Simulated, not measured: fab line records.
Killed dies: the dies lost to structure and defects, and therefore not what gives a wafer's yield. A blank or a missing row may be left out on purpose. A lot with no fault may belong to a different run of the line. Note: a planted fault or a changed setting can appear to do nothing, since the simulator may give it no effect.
Comparing a struck lot with a sound one -- flow gf180mcu -- 18 out of 602 route steps
Sound: the wafers L861.2, L861.5, L861.6. Wafers struck: L876.1, L876.3, L876.4. At the end, the cause is stated.
For every step that has rows: the tool of each side, followed by ch and its chambers, followed by its first start. Under that, the readings that differ: sound wafers -- struck wafers -- difference of the means -- sigmas: that difference in standard deviations of wafers without a fault.
alike: readings whose means differ by less than 2 such deviations, and words and numbers that are the same on both sides. not compared: withheld readings, readings that some wafer has no value for, bounds like >300 that may hide the same value, and numbers for which the record gives no deviation and whose values overlap.
The two part at a step that has a row with sigmas, a row that says differs or no value, or rows on one side only. Non-overlapping numbers with no deviation appear without sigmas and do not part them. A reading that every wafer of one side lacks parts them only if that side has two wafers or more.

first, 3 steps without rows for these wafers: GF_HV_LDD_EXPOSE_04 (exposes mask Nplus LV AREA, target cd 400 nm); GF_HV_LDD_PEB_05; GF_HV_LDD_DEVELOP_06 (develop time 60 s).
GF_HV_LDD_CD_MEAS_07: the cd target is 400 nm.
  sound on cd sem-02 at day 9 23:44; struck on cd sem-02 at day 15 01:01
  alike: cd nm
GF_HV_LDD_OVL_MEAS_08:
  sound on overlay-02 at day 9 23:50; struck on overlay-01 at day 15 01:08
  alike: HV_LDD_OVL
next, for these wafers, 1 step has no rows: GF_HV_LDD_IMPLANT_09.
GF_HV_LDD_STRIP_10: strips in O2/N2.
  sound on plasma asher-04 ch 0,1, day 10 00:01; struck on plasma asher-03 ch 0,1, day 15 01:19
reading,sound,struck,difference,sigmas
heater power w (W),356 319 348,282 324 291,-42,-2
  alike: drypump motor current A, oes product au, strip time to endpoint s
  not compared: rf hours counter h
GF_HV_LDD_TW_MEAS_11:
  sound on film metro-01 at day 10 00:08; struck on film metro-02 at day 15 01:25
  alike: HV_LDD_TW
then, 4 steps without rows for these wafers: GF_HV_LDD_DEHYDRATE_12 (time 60 s); GF_HV_LDD_HMDS_13 (prime time 60 s); GF_HV_LDD_COAT_14 (resist thk 1000 nm); GF_HV_LDD_SOFTBAKE_15 (time 60 s).
GF_HV_LDD_EXPOSE_16: exposes mask Pplus LV AREA, target cd 400 nm.
  sound on iline stepper-01 ch 0, day 10 08:53; struck on iline stepper-01 ch 0, day 15 12:05
reading,sound,struck,difference,sigmas
exposure dose mJ cm2,139.98 140.04 140.29,137.65 137.61 137.61,-2.48,-17
  alike: mask, reticle temp C
then, 2 steps without rows for these wafers: GF_HV_LDD_PEB_17; GF_HV_LDD_DEVELOP_18 (develop time 60 s).
GF_HV_LDD_CD_MEAS_19: the cd target is 400 nm.
  sound on cd sem-02 at day 10 17:52; struck on cd sem-01 at day 15 22:30
reading,sound,struck,difference,sigmas
cd nm (nm),401.4 399.8 401.0,390.6 391.0 389.8,-10.3,-4
GF_HV_LDD_OVL_MEAS_20:
  sound on overlay-02 at day 10 17:58; struck on overlay-01 at day 15 22:37
  alike: HV_LDD_01_OVL
next, for these wafers, 1 step has no rows: GF_PASSIVATION_PROBE_99.

WHERE THEY PART
At GF_HV_LDD_STRIP_10 first; at GF_HV_LDD_CD_MEAS_19 last (within this record only). Later steps at which nothing parts them and some readings are alike: GF_HV_LDD_OVL_MEAS_20.

WHY: what the simulator had put in
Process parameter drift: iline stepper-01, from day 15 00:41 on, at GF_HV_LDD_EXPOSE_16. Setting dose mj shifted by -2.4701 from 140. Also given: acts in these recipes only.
